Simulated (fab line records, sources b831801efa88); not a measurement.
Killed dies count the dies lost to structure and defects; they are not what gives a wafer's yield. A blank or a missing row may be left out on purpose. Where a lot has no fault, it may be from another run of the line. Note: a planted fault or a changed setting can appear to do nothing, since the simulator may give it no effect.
A lot that was struck, set against a sound lot	flow sky130	26 steps out of a route of 708
Sound: wafers L119.1, L119.4, L119.6. Struck: wafer L116.1 (left out: L116.5, L116.6 of the same lot, which were not struck); the cause appears at the end.
Order at every step that has rows: each side's tool, ch and its chambers, its first start. Under that, the readings that differ: sound wafers	struck wafers	difference of the means	sigmas: that difference in standard deviations of wafers without a fault.
alike: a reading whose means differ by less than 2 such deviations, as well as words and numbers matching on both sides. not compared: withheld readings; readings where some wafer has no value; bounds like >300 that might hide an equal value; numbers whose values overlap and for which the record gives no deviation.
Wherever a step has rows on one side only, a row that says differs or no value, or a row with sigmas, the two part there. Numbers that have no deviation but don't overlap get no sigmas and don't part them. A reading missing from all wafers of one side parts the sides only when that side holds two or more wafers.

first, 9 steps without rows for these wafers: SKY_LI_CONTACT_ETCH_14 (etches BARC in N2/H2, stops on SiO2, time 45.9 s, target depth 60 nm); SKY_LI_CONTACT_ETCH_15 (etches PSG in C4F8/O2/Ar, stops on Si, target depth 600 nm); SKY_LI_CONTACT_STRIP_16 (strips in O2/N2); SKY_LI_CONTACT_CLEAN_17 (cleans in NMP, time 600 s); SKY_LI_CONTACT_PRE_CLEAN_18 (time 5.6 s); SKY_LI_CONTACT_SPUTTER_19 (material Ti, target thk 20 nm, time 106.37 s); SKY_LI_CONTACT_SPUTTER_20 (material TiN, target thk 20 nm, time 80 s); SKY_LI_CONTACT_CVD_21 (deposits W, target thk 400 nm, time 120.56 s); SKY_LI_CONTACT_CMP_24 (polishes, stops on PSG, t overpolish 20 s, target thk 0 nm).
SKY_LOCAL_INTERCONNECT_SPUTTER_00: material TiN, target thk 100 nm, time 83.3 s.
  sound: pvd_sputter-04 at day 34 06:32; struck: pvd_sputter-03 at day 33 13:22
reading	sound	struck	difference	sigmas
model.TiN_of_LOCAL_INTERCONNECT_SPUTTER_00.thk_nm (nm)	100.2 99.63 98.18	105.9	+6.6	
  alike: throttle_valve_pct
SKY_LOCAL_INTERCONNECT_RS_MEAS_01: the measuring method here is four-point-probe.
  sound: film_metro-02 at day 34 06:35; struck: film_metro-04 at day 33 13:25
reading	sound	struck	difference	sigmas
LOCAL_INTERCONNECT_TIN_RS (ohm/sq)	14.09 14.20 14.42	13.33	-0.91	-7
SKY_LOCAL_INTERCONNECT_THK_MEAS_02: measures by xrf.
  sound: film_metro-02 at day 34 06:43; struck: film_metro-04 at day 33 13:32
reading	sound	struck	difference	sigmas
LOCAL_INTERCONNECT_TIN_THK (nm)	98.0 97.5 95.7	103.9	+6.8	+6
then, 9 steps without rows for these wafers: SKY_LOCAL_INTERCONNECT_DEHYDRATE_03 (time 60 s); SKY_LOCAL_INTERCONNECT_HMDS_04 (prime time 60 s); SKY_LOCAL_INTERCONNECT_COAT_05 (resist thk 60 nm); SKY_LOCAL_INTERCONNECT_COAT_06 (resist thk 450 nm); SKY_LOCAL_INTERCONNECT_SOFTBAKE_07 (time 90 s); SKY_LOCAL_INTERCONNECT_EXPOSE_08 (exposes mask LI1M, target cd 170 nm); SKY_LOCAL_INTERCONNECT_PEB_09; SKY_LOCAL_INTERCONNECT_DEVELOP_10 (develop time 60 s); SKY_LOCAL_INTERCONNECT_ETCH_13 (etches BARC in N2/H2, stops on SiO2, time 45.9 s, target depth 60 nm).
SKY_LOCAL_INTERCONNECT_METAL_ETCH_14: etches TiN in Cl2/BCl3, stops on PSG, target depth 110 nm, time 31.4 s.
  sound on rie_metal-01 ch 0,1, day 35 08:28; struck on rie_metal-04 ch 0, day 34 16:43
reading	sound	struck	difference	sigmas
oes_product_au (a.u.)	0.939 0.938 0.927	0.976	+0.041	+7
  alike: chamber_pressure_mTorr, drypump_motor_current_A, rf_fwd_power_W, throttle_valve_pct
  not compared: rf_hours_counter_h
then, 1 step without rows for these wafers: SKY_LOCAL_INTERCONNECT_STRIP_15 (strips in O2/N2).
SKY_LOCAL_INTERCONNECT_STRIP_16: strips in post etch residue remover, time 1200 s.
  sound on wet_bench-04 ch 0, day 35 08:37; struck on wet_bench-02 ch 3, day 34 16:52
reading	sound	struck	difference	sigmas
model.TiN_of_LOCAL_INTERCONNECT_SPUTTER_00.thk_nm (nm)	99.82 99.21 97.77	105.5	+6.6	
then, 1 step without rows for these wafers: SKY_LOCAL_INTERCONNECT_CLEAN_17 (cleans in IPA, time 180 s).
-- a jump in the record: the struck wafers' starts before and after are 14 days apart (it breaks off in module LOCAL_INTERCONNECT and resumes in module PAD_OPEN, where the first step shown is number 708 of the route) --
SKY_PAD_OPEN_PROBE_99:
  sound: prober-02 at day 49 09:10; struck: prober-01 at day 49 00:09
reading	sound	struck	difference	sigmas
killed_at_M0_to_M3	52 32 39	55	+14	+2
killed_at_other	0 0 0	1	+1	+2
killed_dies	87 65 83	105	+27	+3
killed_open	49 33 43	64	+22	+3
model.etest.res_li.line_ohm_um	75.21 74.81 77.18	71.98	-3.75	
model.etest.res_li.rs_ohm_sq	12.78 12.96 13.06	12.16	-0.77	
  alike: killed_at_M4_up, killed_at_contacts, killed_at_front_end, killed_short

== WHERE THEY PART ==
At SKY_LOCAL_INTERCONNECT_RS_MEAS_01 first; at SKY_PAD_OPEN_PROBE_99 last (within this record only).

WHY: whatever the simulator had introduced
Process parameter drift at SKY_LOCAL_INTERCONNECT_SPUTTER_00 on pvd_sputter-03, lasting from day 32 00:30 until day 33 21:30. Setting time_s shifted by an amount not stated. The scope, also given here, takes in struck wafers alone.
